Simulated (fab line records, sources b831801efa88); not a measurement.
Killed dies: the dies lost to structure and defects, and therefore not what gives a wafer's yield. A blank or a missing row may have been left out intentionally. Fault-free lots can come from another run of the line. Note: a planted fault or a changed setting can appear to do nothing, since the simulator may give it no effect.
Comparing a struck lot with a sound one / flow sky130 / 17 out of 708 route steps
Sound: the wafers L221.2, L221.3, L221.6. Struck: wafers L218.1, L218.3 (left out: L218.5, a lot-mate that was not struck); the cause follows at the end.
At each step with rows: each side's tool, then ch and its chambers, then its first start. Under that, the readings that differ: sound wafers / struck wafers / difference of the means / sigmas: that difference in standard deviations of wafers without a fault.
alike: a reading whose means differ by less than 2 such deviations, as well as words and numbers matching on both sides. not compared: withheld readings; readings where some wafer has no value; bounds like >300 that might hide an equal value; numbers whose values overlap and for which the record gives no deviation.
A row with sigmas, a row that says differs or no value, or rows on one side alone: a step with any of these is where the two part. Numbers that don't overlap but have no deviation are shown without sigmas and don't part them. Lack of a reading on every wafer of one side parts them only where that side has two or more wafers.

first, 2 steps without rows for these wafers: SKY_CONTACT_PEB_12; SKY_CONTACT_DEVELOP_13 (develop time 60 s).
SKY_CONTACT_CD_MEAS_14 targets a cd of 170 nm.
  struck on cd-sem-02, day 38 01:50; sound on cd-sem-01, day 38 22:08
  alike: cd-nm
SKY_CONTACT_OVL_MEAS_15:
  struck on overlay-01, day 38 01:57; sound on overlay-01, day 38 22:14
  alike: CONTACT_OVL
SKY_CONTACT_ETCH_16: etches BARC in N2/H2, stops on SiO2, time 45.9 s, target depth 60 nm.
  sound on rie-diel-02 ch 0,3, day 38 22:16; struck on rie-diel-01 ch 0,3, day 38 01:59
  alike: drypump-motor-current-A, oes-product-au, throttle-valve-pct
  not compared: rf-hours-counter-h
SKY_CONTACT_ETCH_17: etches SiO2 in C4F8/O2/Ar, stops on Si3N4, target depth 340 nm.
  sound on rie-diel-02 ch 0,3, day 38 22:19; struck on rie-diel-01 ch 0,3, day 38 02:02
  alike: oes-product-au
SKY_CONTACT_ETCH_18: etches Si3N4 in CHF3/O2, stops on TiN, time 39 s, target depth 75 nm.
  sound: rie-diel-02 ch 0,3; struck: rie-diel-01 ch 0,3
reading=oes-product-au (a.u.); sound=0.847 0.854 0.864; struck=0.842 0.837; difference=-0.016; sigmas=-2
  alike: O2_flow_sccm, drypump-motor-current-A, throttle-valve-pct
  not compared: rf-hours-counter-h
then, 4 steps without rows for these wafers: SKY_CONTACT_STRIP_19 (strips in O2/N2); SKY_CONTACT_STRIP_20 (strips in post etch residue remover, time 1200 s); SKY_CONTACT_CLEAN_21 (cleans in IPA, time 180 s); SKY_CONTACT_CLEAN_22 (cleans in O3/DIW).
SKY_CONTACT_SPUTTER_23: material TiN, target thk 20 nm, time 80 s.
  struck on pvd-sputter-01, day 38 02:43; sound on pvd-sputter-03, day 38 23:04
  alike: chamber-pressure-pa, throttle-valve-pct
SKY_CONTACT_CVD_24: deposits W, target thk 340 nm, time 102.12 s.
  sound on cvd-w-02 ch 0, day 38 23:10; struck on cvd-w-01 ch 1, day 38 02:47
reading=model.W_of_CONTACT_CVD_24.thk-nm (nm); sound=340 338.8 339.8; struck=299.3 303; difference=-38.4; sigmas=
  alike: heater-power-w
SKY_CONTACT_RS_MEAS_25: a four-point-probe measurement.
  struck on film-metro-03, day 38 02:53; sound on film-metro-04, day 38 23:22
reading=CONTACT_W_RS (ohm/sq); sound=0.337 0.339 0.339; struck=0.385 0.379; difference=+0.044; sigmas=+12
SKY_CONTACT_THK_MEAS_26: measures by xrf.
  struck on film-metro-03, day 38 03:01; sound on film-metro-04, day 38 23:28
reading=CONTACT_W_THK (nm); sound=339 338 339; struck=292 298; difference=-44; sigmas=-9
SKY_CONTACT_CMP_27: polishes, stops on SiO2, t overpolish 15 s, target thk 0 nm.
  sound on cmp-01 ch 2,3, day 38 23:34; struck on cmp-02 ch 1,3, day 38 03:07
reading=time-to-endpoint-s (s); sound=86 85 90; struck=73 78; difference=-12; sigmas=-3
  alike: edge-zone-pressure-frac, motor-current-A
following that, these wafers have no rows for 1 step: SKY_PAD_OPEN_PROBE_99.

== WHERE THEY PART ==
First at SKY_CONTACT_ETCH_18; last, within this record, at SKY_CONTACT_CMP_27.

WHY: what had been put in by the simulator
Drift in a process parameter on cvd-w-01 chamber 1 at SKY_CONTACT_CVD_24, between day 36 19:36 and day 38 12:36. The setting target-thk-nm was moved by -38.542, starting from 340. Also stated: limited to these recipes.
